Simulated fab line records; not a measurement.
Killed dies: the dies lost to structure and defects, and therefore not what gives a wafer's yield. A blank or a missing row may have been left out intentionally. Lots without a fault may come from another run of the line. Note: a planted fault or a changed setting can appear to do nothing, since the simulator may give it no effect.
Split-lot trial | flow sfqLine | on a route of 325 steps: 5 lots, 23 wafers read

SPLIT DETAILS
At SFQ_TRILAYER_M5_LITHO_COAT_128 (resist thk 62 nm), the setting spinRpm was moved away from the recipe's 3000 rpm on 10 of the 23 wafers read, by -6.0% to +2.3%. The other wafers ran this setting at the recipe's value.

The reading comes from the split's own step.

THE READING
BARC_of_TRILAYER_M5_LITHO_COAT_128.thkNm (the simulator's own value, which no gauge read), in nm, at SFQ_TRILAYER_M5_LITHO_COAT_128 (resist thk 62 nm). There is no usual value for it anywhere in the file. Here, 13 wafers ran the recipe; their average is 62.12 nm with a standard deviation of 0.26 nm.

wafer  | tool, chamber at the split | spinRpm as run, rpm | against the recipe | BARC_of_TRILAYER_M5_LITHO_COAT_128.thkNm, nm | against lot-mates on the recipe
L074.1 | lithoTrack-01, 0           | 3000                | recipe             | 62.03                                        | -
L074.2 | lithoTrack-01, 0           | 2896                | -3.5%              | 63.06                                        | +1.07
L074.4 | lithoTrack-01, 0           | 3000                | recipe             | 61.95                                        | -
L074.5 | lithoTrack-01, 0           | 2896                | -3.5%              | 63.13                                        | +1.14
L074.6 | lithoTrack-01, 0           | 2896                | -3.5%              | 63.02                                        | +1.03
L075.1 | lithoTrack-03, 0           | 3000                | recipe             | 62.06                                        | -
L075.3 | lithoTrack-03, 0           | 3000                | recipe             | 62.07                                        | -
L075.5 | lithoTrack-03, 0           | 3000                | recipe             | 61.91                                        | -
L077.2 | lithoTrack-01, 0           | 2819                | -6.0%              | 64.08                                        | +2.05
L077.3 | lithoTrack-01, 0           | 3000                | recipe             | 62.05                                        | -
L077.4 | lithoTrack-01, 0           | 2819                | -6.0%              | 64.04                                        | +2.01
L077.5 | lithoTrack-01, 0           | 3000                | recipe             | 62                                           | -
L077.6 | lithoTrack-01, 0           | 3000                | recipe             | 62.03                                        | -
L078.2 | lithoTrack-01, 0           | 3069                | +2.3%              | 61.08                                        | -0.80
L078.3 | lithoTrack-01, 0           | 3000                | recipe             | 61.83                                        | -
L078.4 | lithoTrack-01, 0           | 3069                | +2.3%              | 61.18                                        | -0.70
L078.5 | lithoTrack-01, 0           | 3069                | +2.3%              | 61.24                                        | -0.64
L078.6 | lithoTrack-01, 0           | 3000                | recipe             | 61.94                                        | -
L082.1 | lithoTrack-01, 0           | 3000                | recipe             | 62.54                                        | -
L082.2 | lithoTrack-01, 0           | 2840                | -5.3%              | 64.27                                        | +1.70
L082.3 | lithoTrack-01, 0           | 3000                | recipe             | 62.68                                        | -
L082.4 | lithoTrack-01, 0           | 2840                | -5.3%              | 64.34                                        | +1.77
L082.6 | lithoTrack-01, 0           | 3000                | recipe             | 62.5                                         | -

THE FIT
A straight line over all 23 wafers: BARC_of_TRILAYER_M5_LITHO_COAT_128.thkNm changes by -0.354 nm for each +1% of spinRpm; r = -0.97; the points scatter about the line by 0.26 nm.
The same after taking each lot's own level away (the mean of its wafers on the recipe; 23 wafers): -0.325 nm for each +1%; r = -1.00; scatter 0.064 nm.
On that fit, the largest move of spinRpm shifts the reading by 2 nm.
Across the lots, their own levels run from 61.885 to 62.573 nm, a range of 2.7 times the standard deviation given above.
So the lot-to-lot level changes the slope little: the two slopes agree.
Check: with one of the wafers moved furthest among these (-6.0%) left out of the fit, the line predicts +1.95 nm for it against its lot-mates. It came out at +2.05 nm against them.

THE OTHER SPLITS THESE WAFERS WENT THROUGH
Other splits were also applied to these wafers ahead of the reading. Each is held against what the fit with the lots' levels taken away leaves over:
other split on the same wafers             | wafers away from the commonest value | r with BARC_of_TRILAYER_M5_LITHO_COAT_128.thkNm (lot level and that fit taken away)
SFQ_TRILAYER_JJ_CE_LITHO_EXPOSE_115 doseMj | 10                                   | -0.29

THE FILE'S OWN FIT
BARC_of_TRILAYER_M5_LITHO_COAT_128.thkNm changes by -0.328 nm for each +1% of spinRpm, r = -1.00.
